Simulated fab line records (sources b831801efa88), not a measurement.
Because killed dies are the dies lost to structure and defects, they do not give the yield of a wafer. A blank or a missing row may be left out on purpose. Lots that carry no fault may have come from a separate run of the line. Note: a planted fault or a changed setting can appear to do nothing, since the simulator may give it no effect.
Which tool is to blame? ; flow sky130 ; 30 wafers sampled from 10 lots at 1 step of a route of 708

== WHAT EACH GAUGE READ, for each wafer ==
SKY_METAL4_CD_MEAS_13 targets a cd of 300 nm.
lot;measured;on;cd-nm (nm)
L723;day 44 01:03;cd-sem-02;300.5 301.0 300.2
L724;day 44 03:56;cd-sem-01;301.4 301.7 301.0
L725;day 44 08:08;cd-sem-02;300.1 299.9 300.2
L735;day 46 12:01;cd-sem-01;301.0 301.0 302.0
L733;day 46 14:05;cd-sem-01;300.5 299.3 299.2
L737;day 46 21:08;cd-sem-02;300.5 299.6 299.2
L738;day 47 02:16;cd-sem-01;302.0 301.7 299.7
L739;day 47 03:59;cd-sem-02;299.2 300.6 298.9
L741;day 47 15:22;cd-sem-01;302.5 301.5 302.6
L740;day 47 16:39;cd-sem-02;298.8 299.0 299.7

== WHICH TOOL RAN EACH LOT (tool, then ch and the chambers of the sampled wafers, then the start) ==
The record holds no process step before these readings.

== THE ANSWER, worked out from the rows above alone ==
Rule: the lots themselves supply what counts as usual. Put in order of their means at a reading, lots are off if they are a third of the lots or fewer, leave a main group of 4 or more, and stand apart from it by a gap of 3 or more times the standard deviation of the main group's means; of several such gaps the widest counts. A main group is skipped when, at the precision printed for the reading in the tables above, its means are all equal. A lot without any number at a reading at which 4 lots or more have one is off too. Any other lot the step has rows for is counted as sound.
Nothing can be told from this: no lot is off at any reading shown.

== WHAT THE SIMULATOR PUT IN ==
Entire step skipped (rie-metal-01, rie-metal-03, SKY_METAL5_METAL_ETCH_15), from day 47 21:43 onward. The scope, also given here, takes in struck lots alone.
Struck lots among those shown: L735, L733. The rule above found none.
